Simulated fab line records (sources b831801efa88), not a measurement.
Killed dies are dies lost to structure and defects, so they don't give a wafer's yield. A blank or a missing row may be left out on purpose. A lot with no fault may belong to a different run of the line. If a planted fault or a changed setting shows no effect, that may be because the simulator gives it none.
Struck lot and sound lot, side by side | flow sfq line | 21 out of 325 route steps
Sound: wafers L129.1, L129.2, L129.6. Wafers struck: L136.1, L136.3, L136.4. At the end, the cause is stated.
At each step with rows: each side's tool, then ch and its chambers, then its first start. Under that, the readings that differ: sound wafers | struck wafers | difference of the means | sigmas: that difference in standard deviations of wafers without a fault.
alike: readings whose means differ by less than 2 such deviations, and words and numbers that are the same on both sides. not compared: withheld readings, readings that some wafer has no value for, bounds like >300 that may hide the same value, and numbers for which the record gives no deviation and whose values overlap.
The two part at a step that has a row with sigmas, a row that says differs or no value, or rows on one side only. Non-overlapping numbers with no deviation appear without sigmas and do not part them. A reading missing from all wafers of one side parts the sides only when that side holds two or more wafers.

first, 3 steps without rows for these wafers: SFQ_TRILAYER_M0_LITHO_EXPOSE_022 (exposes mask M0, target cd 500 nm); SFQ_TRILAYER_M0_LITHO_PEB_024 (peb time 60 s); SFQ_TRILAYER_M0_LITHO_DEVELOP_023 (time 60 s).
SFQ_M0_OVL_MEAS_906:
  struck on overlay-01, day 20 16:11; sound on overlay-02, day 17 23:02
  reading     | sound      | struck | difference | sigmas
  M0_OVL (nm) | -12 -6 -11 | 6 5 1  | +14        | +2
SFQ_TRILAYER_M0_BARC_OPEN_METAL_ETCH_031: etches BARC in O2, target depth 125 nm, time 41.7 s.
  sound on rie metal-02 ch 0,1, day 17 23:05; struck on rie metal-01 ch 0,1, day 20 16:13
  alike: drypump motor current A, oes product au, rf fwd power W
  not compared: rf hours counter h
SFQ_TRILAYER_M0_ETCH_METAL_ETCH_024: etches Nb in Cl2/Ar, stops on SiO2, target depth 240 nm, time 120 s.
  sound on rie metal-02 ch 0,1, day 17 23:08; struck on rie metal-01 ch 0,1, day 20 16:17
  alike: drypump motor current A, oes product au, rf fwd power W
  not compared: rf hours counter h
then, 2 steps without rows for these wafers: SFQ_TRILAYER_M0_STRIP_STRIP_025 (strips in O2); SFQ_TRILAYER_M0_STRIP_SOLV_CLEAN_026 (cleans in NMP, time 600 s).
SFQ_TRILAYER_I0_DEP_PECVD_027: deposits SiO2 from SiH4/N2O, time 111.11 s, target thk 500 nm.
  sound on pecvd-02 ch 0,1,2, day 18 00:02; struck on pecvd-04 ch 0,1,2, day 20 17:11
  alike: heater power w, rf fwd power W, throttle valve pct
SFQ_TRILAYER_I0_CMP_CMP_028: polishes SiO2.
  sound on cmp-01 ch 0,2,3, day 18 01:10; struck on cmp-02 ch 1,2,3, day 20 17:16
  alike: motor current A, platen rpm, time to endpoint s
SFQ_I0_BOW_MEAS_907:
  struck on film metro-03, day 20 20:16; sound on film metro-03, day 18 03:40
  alike: I0_BOW
SFQ_TRILAYER_I0_METRO_MEASURE_029:
  struck on film metro-03, day 20 20:23; sound on film metro-03, day 18 03:47
  alike: thk nm
SFQ_TRILAYER_I0_VIA_LITHO_COAT_036: resist thk 62 nm.
  sound on litho track-01 ch 0, day 18 04:59; struck on litho track-01 ch 0, day 20 21:35
  reading                                                  | sound                | struck               | difference | sigmas
  spin speed rpm (rpm)                                     | 3000.6 2996.2 2998.4 | 2838.9 2841.0 2840.2 | -158.4     | -69
  model.BARC_of_TRILAYER_I0_VIA_LITHO_COAT_036.thk nm (nm) | 61.83 61.84 61.62    | 63.93 63.81 63.75    | +2.07      |
  alike: exhaust pa
then, 5 steps without rows for these wafers: SFQ_TRILAYER_I0_VIA_LITHO_COAT_031 (resist thk 650 nm); SFQ_TRILAYER_I0_VIA_LITHO_SOFTBAKE_035; SFQ_TRILAYER_I0_VIA_LITHO_EXPOSE_032 (exposes mask I0, target cd 500 nm); SFQ_TRILAYER_I0_VIA_LITHO_PEB_034 (peb time 60 s); SFQ_TRILAYER_I0_VIA_LITHO_DEVELOP_033 (time 60 s).
-- the record jumps here: 6 days lie between the struck wafers' starts before and after --
SFQ_I0_OVL_MEAS_908:
  struck on overlay-01, day 27 05:04; sound on overlay-02, day 24 18:02
  alike: I0_OVL
SFQ_TRILAYER_I0_VIA_BARC_OPEN_VIA_ETCH_046: etches BARC in O2, target depth 125 nm, time 41.7 s.
  sound on rie diel-02 ch 2,3, day 24 18:04; struck on rie diel-02 ch 0,1,2, day 27 05:05
  reading                  | sound             | struck            | difference | sigmas
  model.etch.depth nm (nm) | 61.83 61.84 61.62 | 63.93 63.81 63.75 | +2.07      |
  alike: drypump motor current A, oes product au, rf fwd power W
  not compared: rf hours counter h
then, 1 step without rows for these wafers: SFQ_TRILAYER_I0_VIA_ETCH_VIA_ETCH_034 (etches SiO2 in CHF3, stops on Nb, target depth 260 nm).

WHERE THEY PART
Last at SFQ_TRILAYER_I0_VIA_LITHO_COAT_036 as far as this record goes, first at SFQ_M0_OVL_MEAS_906. Later steps at which nothing parts them and some readings are alike: SFQ_I0_OVL_MEAS_908, SFQ_TRILAYER_I0_VIA_BARC_OPEN_VIA_ETCH_046.

WHY: what had been put in by the simulator
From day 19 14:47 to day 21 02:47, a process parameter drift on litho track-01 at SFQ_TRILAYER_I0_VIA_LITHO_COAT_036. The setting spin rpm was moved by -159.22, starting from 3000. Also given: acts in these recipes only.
